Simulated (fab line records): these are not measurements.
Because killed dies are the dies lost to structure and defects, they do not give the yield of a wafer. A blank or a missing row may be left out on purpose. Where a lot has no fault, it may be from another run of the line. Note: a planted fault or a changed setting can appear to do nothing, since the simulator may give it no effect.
A lot that was struck, set against a sound lot    flow sky130    17 steps out of a route of 708
Sound: wafers L827.1, L827.4, L827.6. The struck wafers were L825.3, L825.4, L825.6. At the end, the cause is stated.
For every step that has rows: the tool of each side, followed by ch and its chambers, followed by its first start. Under that, the readings that differ: sound wafers    struck wafers    difference of the means    sigmas: that difference in standard deviations of wafers without a fault.
alike: same words and numbers on both sides, and readings whose means sit less than 2 such deviations apart. not compared: any withheld reading, any reading some wafer has no value for, any bound like >300 that may hide the same value, and any number with overlapping values for which the record gives no deviation.
Wherever a step has rows on one side only, a row that says differs or no value, or a row with sigmas, the two part there. Numbers that have no deviation but don't overlap get no sigmas and don't part them. A reading missing from all wafers of one side parts the sides only when that side holds two or more wafers.

SKY_METAL2_THK_MEAS_06: measures by xrf.
  sound: film_metro-03 at day 40 02:01; struck: film_metro-01 at day 39 12:25
  alike: METAL2_ALCU_THK
then, 8 steps without rows for these wafers: SKY_METAL2_DEHYDRATE_07 (time 60 s); SKY_METAL2_HMDS_08 (prime time 60 s); SKY_METAL2_COAT_09 (resist thk 60 nm); SKY_METAL2_COAT_10 (resist thk 450 nm); SKY_METAL2_SOFTBAKE_11 (time 90 s); SKY_METAL2_EXPOSE_12 (exposes mask MM2, target cd 140 nm); SKY_METAL2_PEB_13; SKY_METAL2_DEVELOP_14 (develop time 60 s).
SKY_METAL2_CD_MEAS_15: target cd 140 nm.
  sound: cd_sem-02 at day 41 02:05; struck: cd_sem-01 at day 40 13:19
  alike: cd_nm
SKY_METAL2_OVL_MEAS_16:
  sound: overlay-02 at day 41 02:13; struck: overlay-02 at day 40 13:25
  alike: METAL2_OVL
SKY_METAL2_DESCUM_17: chemistry O2, time 8 s.
  sound on rie_metal-03 ch 0,1, day 41 02:14; struck on rie_metal-02 ch 0,1, day 40 13:27
  alike: drypump_motor_current_A, oes_product_au
  not compared: rf_hours_counter_h
SKY_METAL2_ETCH_18: etches BARC in N2/H2, stops on SiO2, time 45.9 s, target depth 60 nm.
  sound on rie_metal-03 ch 0,1, day 41 02:16; struck on rie_metal-02 ch 0,1, day 40 13:29
reading                                        sound              struck             difference  sigmas
model.KrF-thick_of_METAL2_COAT_10.thk_nm (nm)  393.3 392.1 390.7  369.8 368.9 371.6  -21.9       
model.METAL2.cd_nm (nm)                        138 139.1 138.9    136.6 135.5 136.5  -2.5        
  alike: bias_w, drypump_motor_current_A, oes_product_au, throttle_valve_pct
  not compared: rf_hours_counter_h
SKY_METAL2_METAL_ETCH_19: etches the open film in Cl2/BCl3, stops on SiO2, target depth 360 nm, time 78 s.
  sound on rie_metal-03 ch 0,1, day 41 02:20; struck on rie_metal-02 ch 0,1, day 40 13:34
reading                                        sound              struck             difference  sigmas
model.KrF-thick_of_METAL2_COAT_10.thk_nm (nm)  158.4 156.7 154.7  132.9 133.3 133.7  -23.3       
  alike: bias_w, drypump_motor_current_A, oes_product_au, throttle_valve_pct
  not compared: rf_hours_counter_h, model.METAL2.cd_nm
SKY_METAL2_STRIP_20: strips in O2/N2.
  sound on plasma_asher-01 ch 0,1, day 41 02:26; struck on plasma_asher-01 ch 0,1, day 40 13:40
reading                       sound              struck             difference  sigmas
oes_product_au (a.u.)         0.339 0.335 0.345  0.327 0.331 0.329  -0.011      -2
strip_time_to_endpoint_s (s)  2.70 2.68 2.66     2.40 2.43 2.41     -0.27       -9
  alike: drypump_motor_current_A
  not compared: rf_hours_counter_h
then, 1 step without rows for these wafers: SKY_METAL2_STRIP_21 (strips in post etch residue remover, time 1200 s).
-- the record jumps here: 9 days lie between the struck wafers' starts before and after (it left off in module METAL2 and takes up again in module PAD_OPEN, whose first step shown is number 708 of the route) --
SKY_PAD_OPEN_PROBE_99:
  sound: prober-02 at day 50 07:44; struck: prober-02 at day 49 22:17
reading                   sound           struck          difference  sigmas
defect_limited_yield (%)  80.9 78.3 81.1  82.9 85.0 86.0  +4.5        +2
killed_at_M0_to_M3        48 54 52        46 29 36        -14         -2
killed_dies               94 107 93       84 74 69        -22         -2
killed_open               51 61 49        35 31 41        -18         -3
sort_bin_6_memory (%)     7.1 7.7 5.9     4.1 5.1 4.5     -2.3        -2
sort_n_pass               398 385 399     408 418 423     +22         +2
sort_yield_pct (%)        80.9 78.3 81.1  82.9 85.0 86.0  +4.5        +2
  alike: killed_at_M4_up, killed_at_contacts, killed_at_front_end, killed_at_other, killed_short, sort_bin_3_pad_short, sort_bin_5_function
  not compared: model.etest.met2.width_nm

## WHERE THEY PART
Last at SKY_PAD_OPEN_PROBE_99 as far as this record goes, first at SKY_METAL2_STRIP_20.

WHY: the cause the simulator had injected
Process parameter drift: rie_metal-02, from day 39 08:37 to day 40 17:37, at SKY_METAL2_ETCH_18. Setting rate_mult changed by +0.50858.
